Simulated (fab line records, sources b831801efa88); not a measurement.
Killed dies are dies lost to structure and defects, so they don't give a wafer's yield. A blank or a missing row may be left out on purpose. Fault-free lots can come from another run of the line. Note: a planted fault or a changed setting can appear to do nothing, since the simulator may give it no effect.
A lot that was struck, set against a sound lot / flow sky130 / 15 steps out of a route of 708
Sound: wafers L262.2, L262.5, L262.6. Struck: wafer L270.5 (left out: L270.2, L270.6 of the same lot, which were not struck); the cause appears at the end.
At each step with rows: each side's tool, then ch and its chambers, then its first start. Under that, the readings that differ: sound wafers / struck wafers / difference of the means / sigmas: that difference in standard deviations of wafers without a fault.
alike: words and numbers the same on both sides, and readings whose means are apart by under 2 such deviations; not compared: readings that were withheld, readings missing a value for some wafer, numbers with overlapping values and no deviation given by the record, and bounds like >300 which may hide the same value.
A row with sigmas, a row that says differs or no value, or rows on one side alone: a step with any of these is where the two part. Numbers that have no deviation but don't overlap get no sigmas and don't part them. A reading that every wafer of one side lacks parts them only if that side has two wafers or more.

SKY_VIA3_CMP_02: polishes SiO2.
  sound on cmp-01 ch 0,1,2, day 40 22:37; struck on cmp-01 ch 1, day 43 15:43
  alike: motor-current-A, slurry-filter-dp-kPa, slurry-flow-ml-min
SKY_VIA3_BOW_MEAS_03:
  sound on film-metro-04, day 40 22:47; struck on film-metro-01, day 43 16:02
  alike: VIA3_BOW
then, 8 steps without rows for these wafers: SKY_VIA3_DEHYDRATE_04 (time 60 s); SKY_VIA3_HMDS_05 (prime time 60 s); SKY_VIA3_COAT_06 (resist thk 60 nm); SKY_VIA3_COAT_07 (resist thk 450 nm); SKY_VIA3_SOFTBAKE_08 (time 90 s); SKY_VIA3_EXPOSE_09 (exposes mask VIM3, target cd 200 nm); SKY_VIA3_PEB_10; SKY_VIA3_DEVELOP_11 (develop time 60 s).
SKY_VIA3_CD_MEAS_12 targets a cd of 200 nm.
  sound on cd-sem-01, day 41 22:41; struck on cd-sem-02, day 44 14:17
  alike: cd-nm
SKY_VIA3_OVL_MEAS_13:
  sound on overlay-02, day 41 22:47; struck on overlay-01, day 44 14:23
  alike: VIA3_OVL
SKY_VIA3_ETCH_14: etches BARC in N2/H2, stops on SiO2, time 45.9 s, target depth 60 nm.
  sound on rie-diel-03 ch 2,3, day 41 22:49; struck on rie-diel-01 ch 3, day 44 14:25
reading=chamber-pressure-mTorr (mTorr); sound=29.999 29.951 29.987; struck=23.991; difference=-5.988; sigmas=-99 or more
  alike: drypump-motor-current-A, oes-product-au, throttle-valve-pct
  not compared: rf-hours-counter-h
SKY_VIA3_ETCH_15: etches SiO2 in C4F8/O2/Ar, stops on TiN, target depth 507 nm, time 78 s.
  sound on rie-diel-03 ch 2,3, day 41 22:52; struck on rie-diel-01 ch 3, day 44 14:28
  alike: chamber-pressure-mTorr, oes-product-au
  not compared: rf-hours-counter-h
-- the record jumps here: 5 days lie between the struck wafers' starts before and after (it left off in module VIA3 and takes up again in module PAD_OPEN, whose first step shown is number 708 of the route) --
SKY_PAD_OPEN_PROBE_99:
  sound on prober-01, day 47 19:26; struck on prober-02, day 49 21:51
  alike: defect-limited-yield, killed_at_M0_to_M3, killed_at_M4_up, killed-at-contacts, killed-at-front-end, killed-at-other, killed-dies, killed-on-rim, killed-open, killed-short, sort_bin_3_pad_short, sort_bin_5_function, sort_bin_6_memory, sort-n-pass, sort-yield-pct

## WHERE THEY PART
Within this record, at SKY_VIA3_ETCH_14 only. Later steps at which nothing parts them and some readings are alike: SKY_VIA3_ETCH_15, SKY_PAD_OPEN_PROBE_99.

WHY: what the simulator had put in
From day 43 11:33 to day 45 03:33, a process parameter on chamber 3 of rie-diel-01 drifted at SKY_VIA3_ETCH_14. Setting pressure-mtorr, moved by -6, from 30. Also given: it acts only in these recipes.
